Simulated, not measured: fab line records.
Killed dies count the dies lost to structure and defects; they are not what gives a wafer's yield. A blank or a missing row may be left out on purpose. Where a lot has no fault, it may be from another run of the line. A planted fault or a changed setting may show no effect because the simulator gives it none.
Problem report in the 8D (eight disciplines) form, filled by code + flow sky130 + the parts of the form that need people (team, actions taken, sign-off) are left out

== 1. THE ISSUE ==
At SKY_LDD_N_IMPLANT_11, dose_ions_cm2 averages 7.201e+13 over 6 wafers from 2 lots, while fault-free wafers read 7.499e+13, standard deviation 7.5e+10. Relative to the usual mean, that is a shift of -40 standard deviations.
Seen first at day 24 11:25 on implanter-03, wafer L303.2. Wafers with a number at this step in the record: 39, from 13 lots. The rule behind "out" and "out of limits": a value lying over 4 standard deviations away from the usual mean. All remaining wafers that have a number are taken as sound.

== 2. WHAT IT IS; WHAT IT IS NOT ==
| question                    | is                     | is not                                                                          |
|-----------------------------|------------------------|---------------------------------------------------------------------------------|
| which readings at this step | dose_ions_cm2          | -                                                                               |
| which lots                  | L303, L304             | L289, L290, L291, L292, L293, L294, L295, L299, L308, L309, L311                |
| which wafers of those lots  | all that have a number | -                                                                               |
| read on which tools         | implanter-03           | implanter-01, implanter-04                                                      |
| when                        | from day 24 11:25      | up to then (24 sound wafers); but 9 sound wafers of L308, L309, L311 came after |

== 3. WHAT RULES OUT EACH SUSPECT ==
Counting: a tool at a process step up to the reading stays a suspect if it ran every lot that is out and no sound lot after the first of them.
- implanter-03 at SKY_LDD_N_IMPLANT_11: kept. All lots that are out passed through it, beginning with L303 at day 24 11:25, and no sound lot followed; its final sound lot before that point was L299 at day 22 07:06. On those wafers its own readings are out: dose_ions_cm2.
Remaining after the count: implanter-03 at SKY_LDD_N_IMPLANT_11.

== 4. THE CAUSE (what the simulator had put in) ==
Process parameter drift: implanter-03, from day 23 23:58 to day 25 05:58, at SKY_LDD_N_IMPLANT_11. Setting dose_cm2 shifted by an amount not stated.
Counting left only this tool.

== 5. THE CHAIN OF EFFECTS, in route order ==
One row per reading whose mean, taken over the struck wafers that have a number, lies over 3 standard deviations from the usual. Only readings for which the record gives a usual standard deviation are gone through. hours: the time from each lot's start at the first step in this table that gives one to its start at this step, as a median over the lots. sigmas: the change in usual standard deviations.
| hours | step                 | reading       | usual     | on struck wafers | change     | sigmas |
|-------|----------------------|---------------|-----------|------------------|------------|--------|
| 0     | SKY_LDD_N_IMPLANT_11 | dose_ions_cm2 | 7.499e+13 | 7.201e+13        | -2.978e+12 | -40    |
Process steps it contains:
- SKY_LDD_N_IMPLANT_11

== 6. HOW IT WOULD HAVE BEEN CAUGHT EARLIER ==
In this record no reading fell out of limits until day 24 11:25, 11 hours after the fault had begun at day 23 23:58.
